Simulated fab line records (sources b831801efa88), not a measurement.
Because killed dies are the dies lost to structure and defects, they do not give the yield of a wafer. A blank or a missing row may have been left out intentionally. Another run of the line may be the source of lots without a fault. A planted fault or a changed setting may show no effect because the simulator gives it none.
The tool behind it: which one? || flow gf180mcu || Sampling: 11 lots, 33 wafers, 5 of 602 route steps

== WHAT THE GAUGES SHOWED, per wafer ==
GF_VT_IMPLANT_TW_MEAS_10.
{"lot": "L246", "measured": "day 5 15:30", "on": "filmMetro-02", "VT_IMPLANT_TW": "557 555 552"}
{"lot": "L247", "measured": "day 5 21:45", "on": "filmMetro-03", "VT_IMPLANT_TW": "559 559 557"}
{"lot": "L248", "measured": "day 6 06:47", "on": "filmMetro-02", "VT_IMPLANT_TW": "557 552 553"}
{"lot": "L249", "measured": "day 6 09:11", "on": "filmMetro-02", "VT_IMPLANT_TW": "556 559 555"}
{"lot": "L250", "measured": "day 6 16:16", "on": "filmMetro-01", "VT_IMPLANT_TW": "565 565 563"}
{"lot": "L251", "measured": "day 7 01:00", "on": "filmMetro-02", "VT_IMPLANT_TW": "559 558 559"}
{"lot": "L252", "measured": "day 7 04:52", "on": "filmMetro-01", "VT_IMPLANT_TW": "563 563 562"}
{"lot": "L253", "measured": "day 7 10:31", "on": "filmMetro-03", "VT_IMPLANT_TW": "364 364 365"}
{"lot": "L254", "measured": "day 7 19:11", "on": "filmMetro-01", "VT_IMPLANT_TW": "370 369 368"}
{"lot": "L255", "measured": "day 7 23:43", "on": "filmMetro-03", "VT_IMPLANT_TW": "362 363 362"}
{"lot": "L256", "measured": "day 8 06:21", "on": "filmMetro-02", "VT_IMPLANT_TW": "364 365 363"}

GF_VT_IMPLANT_OVL_MEAS_40.
{"lot": "L246", "measured": "day 7 12:19", "on": "overlay-01", "VT_IMPLANT_03_OVL (nm)": "0.6 1.1 1.7"}
{"lot": "L247", "measured": "day 7 19:30", "on": "overlay-02", "VT_IMPLANT_03_OVL (nm)": "1.9 0.8 1.2"}
{"lot": "L248", "measured": "day 8 05:09", "on": "overlay-02", "VT_IMPLANT_03_OVL (nm)": "-3.5 -4.2 -1.7"}
{"lot": "L249", "measured": "day 8 08:55", "on": "overlay-01", "VT_IMPLANT_03_OVL (nm)": "1.1 -0.3 1.0"}
{"lot": "L250", "measured": "day 8 15:58", "on": "overlay-01", "VT_IMPLANT_03_OVL (nm)": "-1.0 -1.1 -3.0"}
{"lot": "L251", "measured": "day 9 01:28", "on": "overlay-01", "VT_IMPLANT_03_OVL (nm)": "-2.6 -2.7 -1.9"}
{"lot": "L252", "measured": "day 9 05:46", "on": "overlay-01", "VT_IMPLANT_03_OVL (nm)": "-1.0 0.3 -0.5"}
{"lot": "L253", "measured": "day 9 12:10", "on": "overlay-02", "VT_IMPLANT_03_OVL (nm)": "-0.6 -1.4 -1.8"}
{"lot": "L254", "measured": "day 9 21:36", "on": "overlay-02", "VT_IMPLANT_03_OVL (nm)": "-3.7 -2.8 -3.1"}
{"lot": "L255", "measured": "day 10 02:34", "on": "overlay-01", "VT_IMPLANT_03_OVL (nm)": "-0.1 -1.3 0.4"}
{"lot": "L256", "measured": "day 10 10:13", "on": "overlay-01", "VT_IMPLANT_03_OVL (nm)": "0.7 2.3 1.7"}

GF_VT_IMPLANT_RS_MEAS_48: measures by four-point-probe.
{"lot": "L246", "measured": "day 7 13:04", "on": "filmMetro-03", "LVPWELL_RS (ohm/sq)": "1198 1201 1195"}
{"lot": "L247", "measured": "day 7 20:15", "on": "filmMetro-03", "LVPWELL_RS (ohm/sq)": "1196 1194 1200"}
{"lot": "L248", "measured": "day 8 05:54", "on": "filmMetro-01", "LVPWELL_RS (ohm/sq)": "1200 1197 1200"}
{"lot": "L249", "measured": "day 8 09:38", "on": "filmMetro-04", "LVPWELL_RS (ohm/sq)": "1190 1193 1189"}
{"lot": "L250", "measured": "day 8 16:45", "on": "filmMetro-01", "LVPWELL_RS (ohm/sq)": "1196 1200 1198"}
{"lot": "L251", "measured": "day 9 02:19", "on": "filmMetro-01", "LVPWELL_RS (ohm/sq)": "1199 1199 1199"}
{"lot": "L252", "measured": "day 9 06:32", "on": "filmMetro-04", "LVPWELL_RS (ohm/sq)": "1195 1193 1195"}
{"lot": "L253", "measured": "day 9 12:55", "on": "filmMetro-03", "LVPWELL_RS (ohm/sq)": "1198 1197 1195"}
{"lot": "L254", "measured": "day 9 22:20", "on": "filmMetro-03", "LVPWELL_RS (ohm/sq)": "1198 1200 1204"}
{"lot": "L255", "measured": "day 10 03:20", "on": "filmMetro-01", "LVPWELL_RS (ohm/sq)": "1196 1196 1195"}
{"lot": "L256", "measured": "day 10 10:59", "on": "filmMetro-01", "LVPWELL_RS (ohm/sq)": "1197 1194 1193"}

GF_DUAL_GATE_THK_MEAS_03.
{"lot": "L246", "measured": "day 7 14:55", "on": "filmMetro-02", "DUAL_GATE_OXIDATION_00_THK (nm)": "11.03 10.68 10.65"}
{"lot": "L247", "measured": "day 7 22:07", "on": "filmMetro-02", "DUAL_GATE_OXIDATION_00_THK (nm)": "10.62 10.80 10.85"}
{"lot": "L248", "measured": "day 8 08:54", "on": "filmMetro-02", "DUAL_GATE_OXIDATION_00_THK (nm)": "10.96 10.86 10.79"}
{"lot": "L249", "measured": "day 8 11:53", "on": "filmMetro-04", "DUAL_GATE_OXIDATION_00_THK (nm)": "10.75 10.69 10.71"}
{"lot": "L250", "measured": "day 8 18:40", "on": "filmMetro-04", "DUAL_GATE_OXIDATION_00_THK (nm)": "11.28 11.02 11.12"}
{"lot": "L251", "measured": "day 9 05:20", "on": "filmMetro-04", "DUAL_GATE_OXIDATION_00_THK (nm)": "10.79 11.03 11.04"}
{"lot": "L252", "measured": "day 9 08:23", "on": "filmMetro-03", "DUAL_GATE_OXIDATION_00_THK (nm)": "10.95 10.96 11.06"}
{"lot": "L253", "measured": "day 9 15:35", "on": "filmMetro-04", "DUAL_GATE_OXIDATION_00_THK (nm)": "10.51 10.81 10.62"}
{"lot": "L254", "measured": "day 10 00:25", "on": "filmMetro-03", "DUAL_GATE_OXIDATION_00_THK (nm)": "10.48 10.35 10.22"}
{"lot": "L255", "measured": "day 10 05:16", "on": "filmMetro-03", "DUAL_GATE_OXIDATION_00_THK (nm)": "10.89 10.71 10.76"}
{"lot": "L256", "measured": "day 10 13:32", "on": "filmMetro-03", "DUAL_GATE_OXIDATION_00_THK (nm)": "11.05 11.07 11.15"}

== EACH LOT AND THE TOOL THAT RAN IT (in order: tool; ch and the chambers of the sampled wafers; start) ==
{"lot": "L246", "GF_VT_IMPLANT_IMPLANT_08": "implanter-02 ch 0, day 5 15:16"}
{"lot": "L247", "GF_VT_IMPLANT_IMPLANT_08": "implanter-03 ch 0, day 5 21:31"}
{"lot": "L248", "GF_VT_IMPLANT_IMPLANT_08": "implanter-02 ch 0, day 6 06:34"}
{"lot": "L249", "GF_VT_IMPLANT_IMPLANT_08": "implanter-02 ch 0, day 6 08:56"}
{"lot": "L250", "GF_VT_IMPLANT_IMPLANT_08": "implanter-02 ch 0, day 6 16:04"}
{"lot": "L251", "GF_VT_IMPLANT_IMPLANT_08": "implanter-02 ch 0, day 7 00:46"}
{"lot": "L252", "GF_VT_IMPLANT_IMPLANT_08": "implanter-03 ch 0, day 7 04:38"}
{"lot": "L253", "GF_VT_IMPLANT_IMPLANT_08": "implanter-03 ch 0, day 7 10:17"}
{"lot": "L254", "GF_VT_IMPLANT_IMPLANT_08": "implanter-03 ch 0, day 7 18:56"}
{"lot": "L255", "GF_VT_IMPLANT_IMPLANT_08": "implanter-01 ch 0, day 7 23:29"}
{"lot": "L256", "GF_VT_IMPLANT_IMPLANT_08": "implanter-01 ch 0, day 8 06:08"}
- GF_VT_IMPLANT_IMPLANT_08

== AS READ BY THE TOOLS THEMSELVES (means over the sampled wafers that have a number; for cases with no such wafer, the mark the record gives instead) ==
GF_VT_IMPLANT_IMPLANT_08.
{"lot": "L246", "tool": "implanter-02", "endStationPressureTorr (Torr)": 5.05e-06}
{"lot": "L247", "tool": "implanter-03", "endStationPressureTorr (Torr)": 5.07e-06}
{"lot": "L248", "tool": "implanter-02", "endStationPressureTorr (Torr)": 4.89e-06}
{"lot": "L249", "tool": "implanter-02", "endStationPressureTorr (Torr)": 5.08e-06}
{"lot": "L250", "tool": "implanter-02", "endStationPressureTorr (Torr)": 4.80e-06}
{"lot": "L251", "tool": "implanter-02", "endStationPressureTorr (Torr)": 4.80e-06}
{"lot": "L252", "tool": "implanter-03", "endStationPressureTorr (Torr)": 4.71e-06}
{"lot": "L253", "tool": "implanter-03", "endStationPressureTorr (Torr)": 4.99e-06}
{"lot": "L254", "tool": "implanter-03", "endStationPressureTorr (Torr)": 4.93e-06}
{"lot": "L255", "tool": "implanter-01", "endStationPressureTorr (Torr)": 4.81e-06}
{"lot": "L256", "tool": "implanter-01", "endStationPressureTorr (Torr)": 4.98e-06}

== THE ANSWER, worked out from the rows above alone ==
Rule: usual is defined by the lots themselves. The widest of any qualifying gaps counts: lots, ordered by their means at a reading, are off when they make up no more than a third of the lots, leave a main group of 4 or more, and stand apart from it by 3 or more times the standard deviation of that group's means. Not used: any main group whose means are identical at the precision the tables above print for the reading. Also off: a lot with no number at a reading for which 4 or more lots have one. All remaining lots with rows at the step are treated as sound. Order of review: gauges by route order, followed by the tools' own readings, for which a lot's mean as printed above is used. At the first step where some lot is off, the reading lying furthest off is the one used; lots without a number count as furthest.
None of the lots is off at any reading shown; this tells nothing.

== WHAT THE SIMULATOR HAD INSERTED ==
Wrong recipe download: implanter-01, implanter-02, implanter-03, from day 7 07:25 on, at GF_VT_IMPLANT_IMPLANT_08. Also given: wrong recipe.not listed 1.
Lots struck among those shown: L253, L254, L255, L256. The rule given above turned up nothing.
